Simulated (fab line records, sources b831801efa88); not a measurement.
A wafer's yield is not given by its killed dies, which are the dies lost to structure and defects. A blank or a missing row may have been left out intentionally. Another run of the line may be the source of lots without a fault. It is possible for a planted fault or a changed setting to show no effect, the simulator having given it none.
Comparing a struck lot with a sound one + flow gf180mcu + 15 steps out of a route of 602
Sound: these wafers, L953.3, L953.5, L953.6. Wafers struck: L957.2, L957.3, L957.6. Last of all comes the cause.
At each step with rows: each side's tool, then ch and its chambers, then its first start. Under that, the readings that differ: sound wafers + struck wafers + difference of the means + sigmas: that difference in standard deviations of wafers without a fault.
alike: readings whose means differ by less than 2 such deviations, and words and numbers that are the same on both sides. not compared: withheld readings, readings that some wafer has no value for, bounds like >300 that may hide the same value, and numbers for which the record gives no deviation and whose values overlap.
Wherever a step has rows on one side only, a row that says differs or no value, or a row with sigmas, the two part there. When numbers do not overlap yet have no deviation, they are printed without sigmas and do not part them. A reading that every wafer of one side lacks parts them only if that side has two wafers or more.

GF_VT_IMPLANT_OVL_MEAS_18:
  struck on overlay-01, day 10 05:19; sound on overlay-01, day 8 23:17
  alike: VT_IMPLANT_01_OVL
next, for these wafers, 1 step has no rows: GF_VT_IMPLANT_IMPLANT_19.
GF_VT_IMPLANT_STRIP_20: strips in O2/N2.
  sound on plasma-asher-02 ch 0,1, day 8 23:30; struck on plasma-asher-01 ch 0,1, day 10 05:30
| reading            | sound       | struck      | difference | sigmas |
|--------------------|-------------|-------------|------------|--------|
| heater-power-w (W) | 300 325 305 | 402 392 340 | +68        | +2     |
  alike: drypump-motor-current-A, oes-product-au, strip-time-to-endpoint-s
  not compared: rf-hours-counter-h
GF_VT_IMPLANT_TW_MEAS_21:
  struck on film-metro-03, day 10 05:37; sound on film-metro-04, day 8 23:35
  alike: VT_IMPLANT_2_TW
then, 7 steps without rows for these wafers: GF_VT_IMPLANT_DEHYDRATE_22 (time 60 s); GF_VT_IMPLANT_HMDS_23 (prime time 60 s); GF_VT_IMPLANT_COAT_24 (resist thk 1000 nm); GF_VT_IMPLANT_SOFTBAKE_25 (time 60 s); GF_VT_IMPLANT_EXPOSE_26 (exposes mask LVPWELL HV AREA, target cd 860 nm); GF_VT_IMPLANT_PEB_27; GF_VT_IMPLANT_DEVELOP_28 (develop time 60 s).
GF_VT_IMPLANT_OVL_MEAS_29:
  struck on overlay-02, day 10 22:28; sound on overlay-02, day 9 17:05
  alike: VT_IMPLANT_02_OVL
GF_VT_IMPLANT_IMPLANT_30:
  sound on implanter-04 ch 0, day 9 17:09; struck on implanter-02 ch 0, day 10 22:32
| reading       | sound                            | struck                           | difference  | sigmas |
|---------------|----------------------------------|----------------------------------|-------------|--------|
| dose-ions-cm2 | 2.5289e+12 2.5339e+12 2.5312e+12 | 2.4433e+12 2.4432e+12 2.4401e+12 | -8.9133e+10 | -32    |
  alike: beam-on-s
GF_VT_IMPLANT_STRIP_31: strips in O2/N2.
  sound on plasma-asher-01 ch 0,1, day 9 17:17; struck on plasma-asher-01 ch 0,1, day 10 22:39
  alike: drypump-motor-current-A, heater-power-w, oes-product-au, strip-time-to-endpoint-s
  not compared: rf-hours-counter-h
GF_PASSIVATION_PROBE_99:
  the record holds rows for the sound wafers here (prober-01, day 32 04:25) but none for the struck ones

== WHERE THEY PART ==
At GF_VT_IMPLANT_STRIP_20 first; at GF_PASSIVATION_PROBE_99 last (within this record only).

WHY: whatever the simulator had introduced
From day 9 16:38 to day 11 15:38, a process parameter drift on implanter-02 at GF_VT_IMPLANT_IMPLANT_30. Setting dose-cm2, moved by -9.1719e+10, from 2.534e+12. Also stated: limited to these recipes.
